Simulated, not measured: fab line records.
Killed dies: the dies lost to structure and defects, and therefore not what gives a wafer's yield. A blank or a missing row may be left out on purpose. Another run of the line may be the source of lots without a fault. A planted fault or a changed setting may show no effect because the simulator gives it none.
A struck lot beside a sound one + flow sky130 + 18 steps out of a route of 708
Sound: these wafers, L115.3, L115.4, L115.6. The struck wafers were L119.1, L119.4, L119.6. The cause is given at the end.
Per side, at each step with rows, come the tool, then ch with its chambers, and then its first start. Under that, the readings that differ: sound wafers + struck wafers + difference of the means + sigmas: that difference in standard deviations of wafers without a fault.
alike: readings with means less than 2 such deviations apart, plus words and numbers identical on both sides. not compared: withheld readings, readings lacking a value on some wafer, bounds such as >300 that could conceal the same value, and numbers that have no deviation in the record and whose values overlap.
A row with sigmas, a row that says differs or no value, or rows on one side alone: a step with any of these is where the two part. When numbers do not overlap yet have no deviation, they are printed without sigmas and do not part them. Lack of a reading on every wafer of one side parts them only where that side has two or more wafers.

first, 3 steps without rows for these wafers: SKY_POLY_CUT_EXPOSE_05 (exposes mask NPCM, target cd 270 nm); SKY_POLY_CUT_PEB_06; SKY_POLY_CUT_DEVELOP_07 (develop time 60 s).
SKY_POLY_CUT_CD_MEAS_08 targets a cd of 270 nm.
  sound on cd_sem-01 at day 27 22:35; struck on cd_sem-02 at day 29 04:39
| reading    | sound             | struck            | difference | sigmas |
|------------|-------------------|-------------------|------------|--------|
| cd_nm (nm) | 271.8 271.0 272.2 | 267.7 268.7 267.1 | -3.8       | -3     |
SKY_POLY_CUT_OVL_MEAS_09:
  sound on overlay-02 at day 27 22:41; struck on overlay-02 at day 29 04:46
  alike: POLY_CUT_OVL
SKY_POLY_CUT_ETCH_10: etches BARC in N2/H2, stops on SiO2, time 45.9 s, target depth 60 nm.
  sound on rie_diel-03 ch 0,1,2, day 27 22:42; struck on rie_diel-01 ch 1,2, day 29 04:49
  alike: drypump_motor_current_A, oes_product_au, throttle_valve_pct
  not compared: rf_hours_counter_h
SKY_POLY_CUT_ETCH_11: etches Si3N4 in CF4/CH2F2/Ar, stops on poly-Si, time 42.5 s, target depth 60 nm.
  sound on rie_diel-03 ch 0,1,2, day 27 22:45; struck on rie_diel-01 ch 1,2, day 29 04:51
  alike: drypump_motor_current_A, oes_product_au, throttle_valve_pct
  not compared: rf_hours_counter_h
SKY_POLY_CUT_STRIP_12: strips in O2/N2.
  sound on plasma_asher-04 ch 0,1, day 27 22:49; struck on plasma_asher-01 ch 0,1, day 29 04:53
| reading                     | sound       | struck      | difference | sigmas |
|-----------------------------|-------------|-------------|------------|--------|
| drypump_motor_current_A (A) | 6.0 4.9 4.9 | 6.1 6.5 6.5 | +1.1       | +2     |
  alike: oes_product_au, strip_time_to_endpoint_s
  not compared: rf_hours_counter_h
then, 4 steps without rows for these wafers: SKY_SD_P_DEHYDRATE_00 (time 60 s); SKY_SD_P_HMDS_01 (prime time 60 s); SKY_SD_P_COAT_02 (resist thk 1140 nm); SKY_SD_P_SOFTBAKE_03 (time 60 s).
SKY_SD_P_EXPOSE_04: exposes mask PSDM, target cd 380 nm.
  sound on iline_stepper-02 ch 0, day 28 13:41; struck on iline_stepper-02 ch 0, day 29 19:38
| reading                      | sound                   | struck               | difference | sigmas |
|------------------------------|-------------------------|----------------------|------------|--------|
| model.SD_P.overlay_x_nm (nm) | -0.4171 -0.4171 -0.4171 | -97.07 -97.07 -97.07 | -96.65     |        |
  alike: mask, focus_offset_nm, stage_vel_mm_s
then, 2 steps without rows for these wafers: SKY_SD_P_PEB_05; SKY_SD_P_DEVELOP_06 (develop time 60 s).
SKY_SD_P_CD_MEAS_07 targets a cd of 380 nm.
  sound on cd_sem-01 at day 29 03:09; struck on cd_sem-02 at day 30 08:54
  alike: cd_nm
SKY_SD_P_OVL_MEAS_08:
  sound on overlay-01 at day 29 03:14; struck on overlay-01 at day 30 09:01
| reading       | sound        | struck            | difference | sigmas |
|---------------|--------------|-------------------|------------|--------|
| SD_P_OVL (nm) | -0.1 1.0 1.3 | -96.0 -96.5 -97.4 | -97.4      | -89    |
next, for these wafers, 1 step has no rows: SKY_SD_P_IMPLANT_09.

== WHERE THEY PART ==
First at SKY_POLY_CUT_CD_MEAS_08; last, within this record, at SKY_SD_P_OVL_MEAS_08.

WHY: what had been put in by the simulator
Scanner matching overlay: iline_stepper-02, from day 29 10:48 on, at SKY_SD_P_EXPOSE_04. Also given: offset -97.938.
